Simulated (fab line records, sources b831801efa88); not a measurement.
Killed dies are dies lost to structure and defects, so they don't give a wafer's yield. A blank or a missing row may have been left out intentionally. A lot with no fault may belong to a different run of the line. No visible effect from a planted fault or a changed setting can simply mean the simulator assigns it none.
Problem report in the 8D (eight disciplines) form, filled by code :: flow sky130 :: the parts of the form that need people (team, actions taken, sign-off) are left out

## 1. THE PROBLEM
Across 9 wafers from 3 lots, LDD_HVP_TW at SKY_LDD_HVP_TW_MEAS_10 averages 409, while fault-free wafers read 455 with a standard deviation of 5.9. That is -7.8 standard deviations from the usual mean.
Seen first at day 25 18:29 on film_metro-02, wafer L905.3. At this step, 36 wafers from 12 lots have a number in the record. The rule behind "out" and "out of limits": a value lying over 4 standard deviations away from the usual mean. The rest of the wafers with a number are treated as sound.

## 2. WHAT IT IS AND WHAT IT IS NOT
question: which readings at this step
is: LDD_HVP_TW
is not: -

question: which lots
is: L905, L906, L907
is not: L896, L897, L903, L909, L912, L913, L915, L916, L918

question: which wafers of those lots
is: all that have a number
is not: -

question: read on which gauges
is: film_metro-02, film_metro-04
is not: film_metro-03

question: when
is: from day 25 18:29
is not: up to then (9 sound wafers); but 18 sound wafers of L909, L912, L913, L915, L916, L918 came after

## 3. THE SUSPECTS, EACH WITH WHAT RULES IT OUT
Counting: a tool at any process step up to the reading remains a suspect when it ran all the lots that are out and ran no sound lot after the first of those.
- ruled out: the gauge at SKY_LDD_HVP_TW_MEAS_10. Those wafers that are out were read across 2 gauges (film_metro-02, film_metro-04).
- implanter-02 at SKY_LDD_HVP_IMPLANT_08: kept. It ran every lot that is out, first L905 (day 25 18:16), and no sound lot after that; its last sound lot up to then is L903 (day 24 17:38). Its own readings are out on those wafers: tilt_deg.
The count leaves implanter-02 at SKY_LDD_HVP_IMPLANT_08.

## 4. THE CAUSE (what the simulator had put in)
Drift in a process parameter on implanter-02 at SKY_LDD_HVP_IMPLANT_08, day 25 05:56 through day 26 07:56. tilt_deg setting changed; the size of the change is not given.
Only this tool survived the counting.

## 5. THE EFFECT CHAIN, in route order
Each row: a reading whose mean over the struck wafers that have a number lies more than 3 standard deviations from the usual. Readings are gone through only where the record gives a usual standard deviation; hours: the median, over the lots, of the time from a lot's start at the first step in this table giving one to that lot's start at this step; sigmas: the change measured in usual standard deviations.
hours: 0
step: SKY_LDD_HVP_IMPLANT_08
reading: tilt_deg
usual: 17.901 degrees
on struck wafers: 0.008
change: -17.893
sigmas: -99 or more

hours: 0
step: SKY_LDD_HVP_TW_MEAS_10
reading: LDD_HVP_TW
usual: 455
on struck wafers: 409
change: -46
sigmas: -7.8
Here are the process steps it includes:
- SKY_LDD_HVP_IMPLANT_08

## 6. WHAT WOULD HAVE CAUGHT IT SOONER
Counted from the fault's start at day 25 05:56, it took 13 hours until the first out-of-limits reading at a measuring or inspecting step in this record, taken at day 25 18:29.
At SKY_LDD_HVP_IMPLANT_08, the tool's own readings (tilt_deg) were out on each struck wafer the step has a row for, so an alarm limit on them would have fired on the first such wafer.
Among the 3 lots that are out, L906, L907 began SKY_LDD_HVP_IMPLANT_08 on implanter-02 after day 25 18:29. A hold on the tool at that time would have spared those 2.
